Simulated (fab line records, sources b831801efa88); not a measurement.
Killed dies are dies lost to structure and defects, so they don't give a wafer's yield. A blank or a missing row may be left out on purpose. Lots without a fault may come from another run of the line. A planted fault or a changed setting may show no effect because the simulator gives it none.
One fault seen from 2 desks | flow gf180mcu | each desk has only its own numbers; what lay behind them comes last

THE METROLOGY DESK
What the gauges read, lot by lot, whatever tool the lot ran on: means of the sampled wafers that have a number. A lot is out of limits, marked OUT, if its mean lies more than 4 standard deviations from the usual mean; the brackets give that distance.
Columns: A = HV_LDD_CVD_56_THK at GF_HV_LDD_THK_MEAS_57, usual 89.6 nm; B = PSD_OVL at GF_PSD_OVL_MEAS_08, usual 0.8 nm; C = NSD_RS at GF_PSD_RS_MEAS_14, usual 46.15 ohm/sq; D = PSD_RS at GF_PSD_RS_MEAS_15, usual 108.59 ohm/sq
lot  | first seen here | A    | B    | C                | D
L938 | day 12 08:17    | 92.0 | 0.2  | 46.05            | 108.56
L939 | day 12 21:07    | 90.6 | 0.2  | 46.23            | 108.37
L940 | day 13 04:02    | 91.1 | 0.3  | 46.16            | 108.44
L943 | day 14 07:00    | 90.1 | 1.7  | 46.03            | 108.46
L944 | day 14 13:22    | 89.6 | 0.7  | 46.18            | 108.65
L945 | day 14 20:23    | 90.0 | 0.5  | 46.06            | 108.60
L946 | day 15 05:05    | 90.1 | 0.3  | 46.14            | 108.65
L948 | day 15 21:29    | 89.5 | 0.1  | 46.20            | 108.59
L951 | day 17 00:08    | 88.8 | -0.9 | 44.62 (-17) OUT  | 105.19 (-12) OUT
L952 | day 17 05:04    | 89.0 | 4.2  | 45.43 (-8.0) OUT | 106.88 (-6.1) OUT
L959 | day 19 14:02    | 89.6 | 1.7  | 46.21            | 108.92
L960 | day 19 17:52    | 88.1 | 1.1  | 46.23            | 108.52
L961 | day 20 07:55    | 88.4 | 1.2  | 46.12            | 108.65
This desk's finding: out of limits on L951, L952; first on L951, day 19 00:19 (NSD_RS at GF_PSD_RS_MEAS_14). In limits: L938, L939, L940, L943, L944, L945, L946, L948, L959, L960, L961.

THE TOOL OWNER'S DESK: rtp_anneal-02
The tool's own readings at GF_PSD_RTA_13 (time 20 s): means of the sampled wafers that have a number, for each lot that ran on this tool. A lot is out of limits, marked OUT, if its mean lies more than 4 standard deviations from the usual mean; the brackets give that distance.
Columns: A = lamp_power_pct at GF_PSD_RTA_13, usual 35.9 %; B = run_length_s at GF_PSD_RTA_13, usual 48.74 s; C = wafer_temp_C_max at GF_PSD_RTA_13, usual 1030.2
lot  | first seen here | A    | B               | C
L938 | day 14 00:56    | 34.6 | 49.10           | 1029.8
L939 | day 14 14:29    | 34.6 | 48.66           | 1030.7
L940 | day 14 21:53    | 34.6 | 48.98           | 1030.4
L943 | day 16 02:43    | 34.6 | 48.76           | 1031.2
L944 | day 16 09:47    | 34.6 | 48.99           | 1030.5
L945 | day 16 16:26    | 34.6 | 48.67           | 1030.3
L946 | day 17 02:04    | 34.6 | 48.83           | 1030.4
L951 | day 19 00:13    | 34.6 | 56.60 (+41) OUT | 1029.9
L952 | day 19 03:47    | 34.6 | 52.91 (+22) OUT | 1031.1
L959 | day 21 15:31    | 34.6 | 48.93           | 1030.1
L960 | day 21 19:28    | 34.6 | 48.76           | 1030.3
This desk's finding: out of limits on L951, L952; first on L951, day 19 00:13 (run_length_s at GF_PSD_RTA_13). In limits: L938, L939, L940, L943, L944, L945, L946, L959, L960.

PUT TOGETHER
The tool owner's desk could have raised an alarm at day 19 00:13, on L951, L952.
The metrology desk could have raised an alarm at day 19 00:19, on L951, L952.
Of the lots named, all ran GF_PSD_RTA_13 on rtp_anneal-02.

WHAT THE SIMULATOR HAD PUT IN
Process parameter drift: rtp_anneal-02, from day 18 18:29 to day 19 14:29, at GF_PSD_RTA_13. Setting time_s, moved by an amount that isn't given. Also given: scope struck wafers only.
Lots struck among those shown: L951, L952.
Hours from the fault's start to each desk's first reading out of limits: the tool owner's desk, 6; the metrology desk, 6.
